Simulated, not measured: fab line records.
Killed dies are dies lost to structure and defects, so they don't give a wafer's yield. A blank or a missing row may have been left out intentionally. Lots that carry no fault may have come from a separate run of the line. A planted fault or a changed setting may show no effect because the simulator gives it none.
Which tool did it? | flow sky130 | 18 wafers from 6 lots sampled at 2 of the route's 708 steps

== WHAT EACH GAUGE READ, for each wafer ==
SKY_VT_ADJUST_LVTN_OVL_MEAS_07.
lot  | measured     | on         | VT_ADJUST_LVTN_OVL (nm)
L341 | day 6 23:25  | overlay-01 | 3.9 2.7 2.6
L343 | day 7 13:03  | overlay-01 | 2.4 1.7 1.4
L345 | day 8 02:26  | overlay-01 | - - -
L355 | day 11 03:00 | overlay-01 | 1.5 3.1 0.4
L358 | day 11 22:58 | overlay-01 | -0.2 0.9 0.9
L362 | day 12 22:31 | overlay-02 | -0.8 0.0 1.3

== WHICH TOOL RAN EACH LOT (tool, then ch and the chambers of the sampled wafers, then the start) ==
lot  | SKY_VT_ADJUST_LVTN_EXPOSE_04
L341 | iline_stepper-01 ch 0, day 6 14:30
L343 | iline_stepper-01 ch 0, day 7 02:58
L345 | iline_stepper-01 ch 0, day 7 16:17
L355 | iline_stepper-01 ch 0, day 10 16:04
L358 | iline_stepper-01 ch 0, day 11 11:18
L362 | iline_stepper-01 ch 0, day 12 10:18
- SKY_VT_ADJUST_LVTN_EXPOSE_04: exposes mask NWM COMPLEMENT LESS NATIVE, target cd 840 nm.

== THE ANSWER, worked out from the rows above alone ==
Rule: what is usual is taken from the lots themselves. The widest of any qualifying gaps counts: lots, ordered by their means at a reading, are off when they make up no more than a third of the lots, leave a main group of 4 or more, and stand apart from it by 3 or more times the standard deviation of that group's means. The tables above print the reading to a certain number of digits; a main group whose means all agree to those digits is not used. A lot without any number at a reading at which 4 lots or more have one is off too. The other lots that the step has rows for count as sound.
Off: L345, seen at SKY_VT_ADJUST_LVTN_OVL_MEAS_07 (VT_ADJUST_LVTN_OVL). Without a number there: L345. The main group has a mean of 1.5 nm with a standard deviation of 1.
A tool fits if, at a process step before that reading, it ran every lot that is off, and no sound lot after the first of them. Gauges at SKY_VT_ADJUST_LVTN_OVL_MEAS_07: tried the same way as those tools. No candidate that was tried fits.

== WHAT THE SIMULATOR HAD PUT IN ==
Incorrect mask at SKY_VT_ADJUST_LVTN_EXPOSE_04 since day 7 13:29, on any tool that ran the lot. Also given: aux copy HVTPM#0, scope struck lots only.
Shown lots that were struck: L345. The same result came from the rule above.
